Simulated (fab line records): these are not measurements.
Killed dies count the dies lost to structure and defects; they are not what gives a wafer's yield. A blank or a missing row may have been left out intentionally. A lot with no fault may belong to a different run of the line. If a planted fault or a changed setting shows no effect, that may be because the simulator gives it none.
Comparing a struck lot with a sound one || flow gf180mcu || 27 steps out of a route of 602
Sound: these wafers, L676.1, L676.2, L676.3. Wafers struck: L689.2, L689.3, L689.6. At the end, the cause is stated.
Per side, at each step with rows, come the tool, then ch with its chambers, and then its first start. Under that, the readings that differ: sound wafers || struck wafers || difference of the means || sigmas: that difference in standard deviations of wafers without a fault.
alike: same words and numbers on both sides, and readings whose means sit less than 2 such deviations apart. not compared: any withheld reading, any reading some wafer has no value for, any bound like >300 that may hide the same value, and any number with overlapping values for which the record gives no deviation.
A row with sigmas, a row that says differs or no value, or rows on one side alone: a step with any of these is where the two part. Numbers that have no deviation but don't overlap get no sigmas and don't part them. A reading missing from all wafers of one side parts the sides only when that side holds two or more wafers.

GF_HV_LDD_ETCHBACK_58: etches Si3N4 in CH3F/O2, stops on SiO2, time 100 s, target depth 90 nm.
  sound on rie_diel-04 ch 0,2,3, day 14 01:18; struck on rie_diel-01 ch 1,2,3, day 18 17:41
  alike: O2_flow_sccm, chamber_pressure_mTorr, drypump_motor_current_A, oes_product_au, throttle_valve_pct
  not compared: rf_hours_counter_h
then, 7 steps without rows for these wafers: GF_NSD_DEHYDRATE_00 (time 60 s); GF_NSD_HMDS_01 (prime time 60 s); GF_NSD_COAT_02 (resist thk 1000 nm); GF_NSD_SOFTBAKE_03 (time 60 s); GF_NSD_EXPOSE_04 (exposes mask Nplus, target cd 400 nm); GF_NSD_PEB_05; GF_NSD_DEVELOP_06 (develop time 60 s).
GF_NSD_CD_MEAS_07: target cd 400 nm.
  sound: cd_sem-01 at day 14 22:24; struck: cd_sem-02 at day 19 18:07
  alike: cd_nm
GF_NSD_OVL_MEAS_08:
  sound: overlay-01 at day 14 22:31; struck: overlay-02 at day 19 18:13
  alike: NSD_OVL
then, 2 steps without rows for these wafers: GF_NSD_IMPLANT_09; GF_NSD_IMPLANT_10.
GF_NSD_STRIP_11: strips in O2/N2.
  sound on plasma_asher-02 ch 0,1, day 14 22:52; struck on plasma_asher-02 ch 0, day 19 18:32
{"reading": "oes_product_au (a.u.)", "sound": "0.489 0.491 0.489", "struck": "0.359 0.354 0.353", "difference": -0.134, "sigmas": -27}
{"reading": "strip_time_to_endpoint_s (s)", "sound": "22.83 22.84 22.81", "struck": "- - -", "difference": "no value on the struck wafers", "sigmas": ""}
{"reading": "model.NOVOLAK_of_NSD_COAT_02.thk_nm (nm)", "sound": "0 0 0", "struck": "640.7 640.3 639.9", "difference": "+640.3", "sigmas": ""}
  alike: chamber_pressure_mTorr, drypump_motor_current_A, heater_power_w
  not compared: rf_hours_counter_h
GF_NSD_TW_MEAS_12:
  sound: film_metro-04 at day 14 22:58; struck: film_metro-02 at day 19 18:39
{"reading": "NSD_TW", "sound": "4299 4279 4317", "struck": "4116 4131 4132", "difference": -172, "sigmas": -2}
then, 7 steps without rows for these wafers: GF_PSD_DEHYDRATE_00 (time 60 s); GF_PSD_HMDS_01 (prime time 60 s); GF_PSD_COAT_02 (resist thk 1000 nm); GF_PSD_SOFTBAKE_03 (time 60 s); GF_PSD_EXPOSE_04 (exposes mask Pplus, target cd 400 nm); GF_PSD_PEB_05; GF_PSD_DEVELOP_06 (develop time 60 s).
GF_PSD_CD_MEAS_07: target cd 400 nm.
  sound: cd_sem-02 at day 15 20:59; struck: cd_sem-02 at day 20 18:49
  alike: cd_nm
GF_PSD_OVL_MEAS_08:
  sound: overlay-01 at day 15 21:07; struck: overlay-01 at day 20 18:55
  alike: PSD_OVL
next, for these wafers, 1 step has no rows: GF_PSD_IMPLANT_09.
GF_PSD_STRIP_10: strips in O2/N2.
  sound on plasma_asher-03 ch 0,1, day 15 21:17; struck on plasma_asher-03 ch 0,1, day 20 19:06
{"reading": "oes_product_au (a.u.)", "sound": "0.589 0.591 0.596", "struck": "0.641 0.653 0.636", "difference": "+0.051", "sigmas": "+11"}
{"reading": "strip_time_to_endpoint_s (s)", "sound": "16.38 16.42 16.43", "struck": "25.99 26.01 25.96", "difference": "+9.58", "sigmas": "+99 or more"}
  alike: chamber_pressure_mTorr, drypump_motor_current_A, heater_power_w
  not compared: rf_hours_counter_h
GF_PSD_TW_MEAS_11:
  sound: film_metro-02 at day 15 21:23; struck: film_metro-02 at day 20 19:13
{"reading": "PSD_TW", "sound": "3106 3095 3096", "struck": "30 30 30", "difference": -3069, "sigmas": -57}
then, 1 step without rows for these wafers: GF_PSD_CLEAN_12 (cleans in SC1/SC2, time 150 s).

== WHERE THEY PART ==
First at GF_NSD_STRIP_11; last, within this record, at GF_PSD_TW_MEAS_11.

WHY: the cause the simulator had injected
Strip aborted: plasma_asher-02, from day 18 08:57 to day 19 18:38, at GF_NSD_STRIP_11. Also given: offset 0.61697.
